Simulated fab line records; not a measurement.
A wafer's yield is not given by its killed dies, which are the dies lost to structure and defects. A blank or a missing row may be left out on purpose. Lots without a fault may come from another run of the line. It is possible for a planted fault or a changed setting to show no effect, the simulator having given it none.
Struck lot and sound lot, side by side || flow sky130 || 23 steps out of a route of 708
Sound: wafers L695.1, L695.4, L695.6. Wafers L689.1, L689.4, L689.5 were the ones struck. At the end, the cause is stated.
Each step with rows lists, per side, the tool, then ch with its chambers, then its first start. Under that, the readings that differ: sound wafers || struck wafers || difference of the means || sigmas: that difference in standard deviations of wafers without a fault.
alike: a reading whose means differ by less than 2 such deviations, as well as words and numbers matching on both sides. not compared: withheld readings; readings where some wafer has no value; bounds like >300 that might hide an equal value; numbers whose values overlap and for which the record gives no deviation.
A row with sigmas, a row that says differs or no value, or rows on one side alone: a step with any of these is where the two part. Numbers that don't overlap but have no deviation are shown without sigmas and don't part them. A reading missing from all wafers of one side parts the sides only when that side holds two or more wafers.

first, 8 steps without rows for these wafers: SKY_RES_XHIGH_DEHYDRATE_00 (time 60 s); SKY_RES_XHIGH_HMDS_01 (prime time 62.52 s); SKY_RES_XHIGH_COAT_02 (resist thk 1140 nm); SKY_RES_XHIGH_SOFTBAKE_03 (time 60 s); SKY_RES_XHIGH_EXPOSE_04 (exposes mask URPM, target cd 1270 nm); SKY_RES_XHIGH_PEB_05; SKY_RES_XHIGH_DEVELOP_06 (develop time 60 s); SKY_RES_XHIGH_IMPLANT_07.
SKY_RES_XHIGH_STRIP_08: strips in O2/N2.
  sound on plasma asher-02 ch 0,1, day 31 13:11; struck on plasma asher-02 ch 0,1, day 29 10:22
  alike: drypump motor current A, n2 flow sccm, oes product au, strip time to endpoint s
  not compared: rf hours counter h
SKY_RES_XHIGH_TW_MEAS_09:
  sound on film metro-04 at day 31 13:17; struck on film metro-02 at day 29 10:28
{"reading": "RES_XHIGH_TW", "sound": "1652 1648 1657", "struck": "1614 1607 1614", "difference": -41, "sigmas": -2}
then, 2 steps without rows for these wafers: SKY_SD_N_DEHYDRATE_00 (time 60 s); SKY_SD_N_HMDS_01 (prime time 60 s).
SKY_SD_N_COAT_02: resist thk 1140 nm.
  sound on litho track-02 ch 0, day 32 02:35; struck on litho track-03 ch 0, day 30 00:08
{"reading": "model.NOVOLAK_of_SD_N_COAT_02.thk nm (nm)", "sound": "1142 1146 1147", "struck": "695.2 694.3 695.8", "difference": -449.9, "sigmas": ""}
then, 3 steps without rows for these wafers: SKY_SD_N_SOFTBAKE_03 (time 60 s); SKY_SD_N_EXPOSE_04 (exposes mask NSDM, target cd 380 nm); SKY_SD_N_PEB_05.
SKY_SD_N_DEVELOP_06: develop time 60 s.
  sound on litho track-03 ch 0, day 32 15:59; struck on litho track-01 ch 0, day 30 14:44
{"reading": "model.NOVOLAK_of_SD_N_COAT_02.thk nm (nm)", "sound": "1143 1147 1148", "struck": "695.6 694.8 696.3", "difference": -450.4, "sigmas": ""}
SKY_SD_N_CD_MEAS_07 targets a cd of 380 nm.
  sound on cd sem-01 at day 32 16:08; struck on cd sem-01 at day 30 14:53
{"reading": "cd nm (nm)", "sound": "381.8 383.4 385.3", "struck": "412.5 413.4 413.0", "difference": "+29.5", "sigmas": "+15"}
SKY_SD_N_OVL_MEAS_08:
  sound on overlay-02 at day 32 16:16; struck on overlay-01 at day 30 15:01
  alike: SD_N_OVL
then, 2 steps without rows for these wafers: SKY_SD_N_IMPLANT_09; SKY_SD_N_IMPLANT_10.
SKY_SD_N_STRIP_11: strips in O2/N2.
  sound on plasma asher-04 ch 0,1, day 32 16:35; struck on plasma asher-01 ch 1, day 30 15:21
{"reading": "drypump motor current A (A)", "sound": "5.00 4.97 5.44", "struck": "5.87 5.88 5.85", "difference": "+0.73", "sigmas": "+3"}
{"reading": "oes product au (a.u.)", "sound": "0.527 0.538 0.522", "struck": "0.471 0.477 0.474", "difference": -0.055, "sigmas": -11}
{"reading": "strip time to endpoint s (s)", "sound": "22.59 22.62 22.64", "struck": "17.48 17.49 17.48", "difference": -5.13, "sigmas": "-99 or more"}
  alike: n2 flow sccm
  not compared: rf hours counter h
SKY_SD_N_TW_MEAS_12:
  sound on film metro-01 at day 32 16:41; struck on film metro-02 at day 30 15:27
  alike: SD_N_TW

== WHERE THEY PART ==
Last at SKY_SD_N_STRIP_11 as far as this record goes, first at SKY_RES_XHIGH_TW_MEAS_09. Later steps at which nothing parts them and some readings are alike: SKY_SD_N_TW_MEAS_12.

WHY: what had been put in by the simulator
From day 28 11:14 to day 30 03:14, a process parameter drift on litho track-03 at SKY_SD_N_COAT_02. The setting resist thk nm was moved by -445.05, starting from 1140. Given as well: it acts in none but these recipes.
